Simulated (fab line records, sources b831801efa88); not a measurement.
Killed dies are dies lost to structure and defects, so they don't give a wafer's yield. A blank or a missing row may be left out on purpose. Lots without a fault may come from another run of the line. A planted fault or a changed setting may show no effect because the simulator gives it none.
Problem report in the 8D (eight disciplines) form, filled by code | flow sky130 | the parts of the form that need people (team, actions taken, sign-off) are left out

1. THE PROBLEM
LDD_P_TW at SKY_LDD_P_TW_MEAS_11 reads a mean of 30 on 3 wafers of 3 lots; wafers without a fault read 631 with a standard deviation of 5.7. That is -99 or more standard deviations from the usual mean.
First seen on wafer L217.1, day 22 05:27, on film_metro-01. The record holds 42 wafers of 15 lots with a number at this step. Rule for "out", or "out of limits": more than 4 standard deviations from the usual mean. The other wafers with a number count as sound.

2. WHAT IT IS AND WHAT IT IS NOT
question                    | is                           | is not
which readings at this step | LDD_P_TW                     | -
which lots                  | L217, L219, L220             | L210, L211, L212, L213, L223, L225, L227, L228, L229, L230, L231, L232
which wafers of those lots  | L217.1, L219.4, L220.1       | L217.5, L219.5, L220.5
read on which gauges        | film_metro-01, film_metro-02 | film_metro-03
when                        | from day 22 05:27            | up to then (13 sound wafers); but 26 sound wafers of L219, L220, L223, L225, L227, L228, L229, L230, L231, L232 came after

3. SUSPECTS, AND WHAT RULES EACH OUT
Counting: a tool at a process step up to the reading stays a suspect if it ran every lot that is out. Sound lots after the first of them don't rule it out here, since some wafers of a struck lot are sound.
- the gauge at SKY_LDD_P_TW_MEAS_11: ruled out. The wafers that are out were read on 2 gauges (film_metro-01, film_metro-02).
- litho_track-01 at SKY_LDD_P_DEVELOP_06 (develop time 60 s): kept. It ran every lot that is out, first L217 (day 22 04:53); its last sound lot up to then is L212 (day 20 10:19).
Left after counting: litho_track-01 at SKY_LDD_P_DEVELOP_06.

4. THE CAUSE (what the simulator had put in)
Process parameter drift: litho_track-01, from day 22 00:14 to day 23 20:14, at SKY_LDD_P_DEVELOP_06. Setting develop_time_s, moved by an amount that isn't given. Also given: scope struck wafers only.
Counting left only this tool.

5. THE CHAIN OF EFFECTS, in route order
Each row: a reading whose mean over the struck wafers that have a number lies more than 3 standard deviations from the usual. Only readings for which the record gives a usual standard deviation are gone through. hours: the time from each lot's start at the first step in this table that gives one to its start at this step, as a median over the lots. sigmas: the change in usual standard deviations.
hours | step                 | reading  | usual | on struck wafers | change | sigmas
0     | SKY_LDD_P_TW_MEAS_11 | LDD_P_TW | 631   | 30               | -601   | -99 or more
Readings that are blank on the struck wafers while sound wafers have them: cd_nm at SKY_LDD_P_CD_MEAS_07; LDD_P_OVL at SKY_LDD_P_OVL_MEAS_08.

6. WHAT WOULD HAVE CAUGHT IT SOONER
In this record the first reading out of limits at a measuring or inspecting step was taken at day 22 05:27, 5 hours after the fault began at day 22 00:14.
Between SKY_LDD_P_DEVELOP_06 and SKY_LDD_P_TW_MEAS_11, SKY_LDD_P_CD_MEAS_07 gave no cd_nm and SKY_LDD_P_OVL_MEAS_08 gave no LDD_P_OVL on the struck wafers, where sound wafers have one: a measuring or inspecting step that comes back empty is itself a sign.
Of the lots that are out (3), L219, L220 began SKY_LDD_P_DEVELOP_06 on litho_track-01 after day 22 05:27. A hold on the tool at that time would have spared those 2.
